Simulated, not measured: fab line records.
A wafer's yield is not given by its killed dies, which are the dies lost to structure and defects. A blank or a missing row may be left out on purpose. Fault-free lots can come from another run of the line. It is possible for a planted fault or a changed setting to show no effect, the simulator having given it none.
2 desks, one fault	flow sky130	only its own numbers are on each desk; what lay behind them is given at the end

== DESK OF THE TOOL OWNER: implanter-02 ==
The tool's own readings at SKY_VT_ADJUST_NCORE_IMPLANT_09: means of the sampled wafers that have a number, for each lot that ran on this tool. A lot is out of limits, marked OUT, if its mean lies more than 4 standard deviations from the usual mean; the brackets give that distance.
Columns: A = dose_ions_cm2 at SKY_VT_ADJUST_NCORE_IMPLANT_09, usual 2.3996e+12; B = faraday_current_uA at SKY_VT_ADJUST_NCORE_IMPLANT_09, usual 13.6
lot	first seen here	A	B
L665	day 9 07:25	2.3988e+12	13.7
L675	day 11 19:28	2.4012e+12	13.7
L685	day 15 00:15	2.6867e+12 (+99 or more) OUT	15.1 (+5.1) OUT
L686	day 15 05:55	2.6865e+12 (+99 or more) OUT	15.4 (+5.9) OUT
Finding of this desk: L685, L686 out of limits; the first was L685 at day 15 00:15, on dose_ions_cm2 at SKY_VT_ADJUST_NCORE_IMPLANT_09. L665, L675: within limits.

== AT THE METROLOGY DESK ==
What the gauges read for every lot (on any tool): the sampled wafers with a number, averaged. A lot is out of limits, marked OUT, if its mean lies more than 4 standard deviations from the usual mean; the brackets give that distance.
Columns: A = NWELL_01_OVL at SKY_NWELL_OVL_MEAS_23, usual -0.5 nm; B = VT_ADJUST_NCORE_TW at SKY_VT_ADJUST_NCORE_TW_MEAS_11, usual 215.5; C = cd_nm at SKY_VT_ADJUST_HVTR_CD_MEAS_07, usual 380.6 nm; D = VT_ADJUST_HVTR_OVL at SKY_VT_ADJUST_HVTR_OVL_MEAS_08, usual 0.9 nm
lot	first seen here	A	B	C	D
L666	day 5 20:14	0.0	216.2	378.6	2.2
L665	day 5 20:56	-1.9	216.0	384.5	0.5
L667	day 6 04:45	-2.7	215.1	376.7	-0.3
L669	day 6 14:32	-3.4	216.6	376.4	-1.3
L670	day 6 15:11	0.1	216.4	382.1	1.1
L671	day 7 01:00	0.9	215.6	379.8	0.5
L673	day 7 12:56	-1.0	215.0	379.8	2.2
L674	day 7 17:27	0.3	215.2	382.0	1.5
L675	day 7 23:54	-1.1	213.8	383.0	-1.2
L676	day 8 06:29	1.7	214.8	380.2	0.1
L685	day 10 18:56	-1.2	222.4 (+7.3) OUT	379.8	-0.3
L686	day 10 23:50	-0.0	221.8 (+6.7) OUT	381.9	1.4
L687	day 11 02:32	3.9	214.3	380.1	1.0
This desk's finding: out of limits on L685, L686; first on L685, day 15 00:29 (VT_ADJUST_NCORE_TW at SKY_VT_ADJUST_NCORE_TW_MEAS_11). L666, L665, L667, L669, L670, L671, L673, L674, L675, L676, L687: within limits.

== BROUGHT TOGETHER ==
On L685, L686, at day 15 00:15, an alarm was possible from the tool owner's desk.
At day 15 00:29 the metrology desk could have sounded an alarm, on L685, L686.
Of the lots named, all ran SKY_VT_ADJUST_NCORE_IMPLANT_09 on implanter-02.

== WHAT THE SIMULATOR HAD INSERTED ==
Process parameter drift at SKY_VT_ADJUST_NCORE_IMPLANT_09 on implanter-02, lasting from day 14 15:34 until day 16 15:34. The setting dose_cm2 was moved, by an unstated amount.
Struck lots among those shown: L685, L686.
Hours from the fault's start to each desk's first reading out of limits: the tool owner's desk, 9; the metrology desk, 9.
